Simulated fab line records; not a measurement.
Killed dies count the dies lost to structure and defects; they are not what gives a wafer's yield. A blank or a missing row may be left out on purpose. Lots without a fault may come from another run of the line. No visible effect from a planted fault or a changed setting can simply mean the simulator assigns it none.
A lot that was struck, set against a sound lot | flow sky130 | 15 steps out of a route of 708
Sound: wafers L771.1, L771.2, L771.6. Struck: wafer L778.2 (L778.4, L778.6, from the same lot, were not struck and are left out); the cause is given at the end.
Each step with rows lists, per side, the tool, then ch with its chambers, then its first start. Under that, the readings that differ: sound wafers | struck wafers | difference of the means | sigmas: that difference in standard deviations of wafers without a fault.
alike: a reading whose means differ by less than 2 such deviations, as well as words and numbers matching on both sides. not compared: withheld readings; readings where some wafer has no value; bounds like >300 that might hide an equal value; numbers whose values overlap and for which the record gives no deviation.
Wherever a step has rows on one side only, a row that says differs or no value, or a row with sigmas, the two part there. When numbers do not overlap yet have no deviation, they are printed without sigmas and do not part them. Lack of a reading on every wafer of one side parts them only where that side has two or more wafers.

first, 5 steps without rows for these wafers: SKY_VT_ADJUST_PCH_COAT_02 (resist thk 3000 nm); SKY_VT_ADJUST_PCH_SOFTBAKE_03; SKY_VT_ADJUST_PCH_EXPOSE_04 (exposes mask NWM, target cd 840 nm); SKY_VT_ADJUST_PCH_PEB_05; SKY_VT_ADJUST_PCH_DEVELOP_06 (develop time 60 s).
SKY_VT_ADJUST_PCH_OVL_MEAS_07:
  sound on overlay-02, day 12 06:07; struck on overlay-02, day 14 17:12
  alike: VT_ADJUST_PCH_OVL
next, for these wafers, 1 step has no rows: SKY_VT_ADJUST_PCH_IMPLANT_08.
SKY_VT_ADJUST_PCH_STRIP_09: strips in O2/N2.
  sound on plasma-asher-02 ch 0,1, day 12 06:18; struck on plasma-asher-02 ch 1, day 14 17:23
  reading                        | sound                | struck | difference | sigmas
  chamber-pressure-mTorr (mTorr) | 1499.8 1500.9 1500.7 | 1496.8 | -3.7       | -3
  oes-product-au (a.u.)          | 0.722 0.719 0.723    | 0.731  | +0.010     | +2
  alike: drypump-motor-current-A, o2-flow-sccm, strip-time-to-endpoint-s
  not compared: rf-hours-counter-h
SKY_VT_ADJUST_PCH_TW_MEAS_10:
  sound on film-metro-03, day 12 06:24; struck on film-metro-02, day 14 17:29
  alike: VT_ADJUST_PCH_TW
then, 3 steps without rows for these wafers: SKY_SONOS_TUNNEL_DEHYDRATE_00 (time 60 s); SKY_SONOS_TUNNEL_HMDS_01 (prime time 60 s); SKY_SONOS_TUNNEL_COAT_02 (resist thk 1140 nm).
SKY_SONOS_TUNNEL_SOFTBAKE_03: time 60 s.
  sound on litho-track-02 ch 0, day 12 17:46; struck on litho-track-02 ch 0, day 15 06:50
  reading          | sound             | struck | difference | sigmas
  run-length-s (s) | 89.01 89.08 89.12 | 94.62  | +5.55      | +46
  alike: exhaust-pa
then, 1 step without rows for these wafers: SKY_SONOS_TUNNEL_EXPOSE_04 (exposes mask TUNM, target cd 410 nm).
-- the record jumps here: 34 days lie between the struck wafers' starts before and after (it left off in module SONOS_TUNNEL and takes up again in module PAD_OPEN, whose first step shown is number 708 of the route) --
SKY_PAD_OPEN_PROBE_99:
  sound on prober-02, day 47 05:43; struck on prober-01, day 49 05:54
  reading            | sound    | struck | difference | sigmas
  killed-at-contacts | 36 30 23 | 17     | -13        | -2
  alike: killed_at_M0_to_M3, killed_at_M4_up, killed-at-front-end, killed-at-other, killed-dies, killed-open, killed-short

== WHERE THEY PART ==
First at SKY_VT_ADJUST_PCH_STRIP_09; last, within this record, at SKY_PAD_OPEN_PROBE_99.

WHY: the cause the simulator had injected
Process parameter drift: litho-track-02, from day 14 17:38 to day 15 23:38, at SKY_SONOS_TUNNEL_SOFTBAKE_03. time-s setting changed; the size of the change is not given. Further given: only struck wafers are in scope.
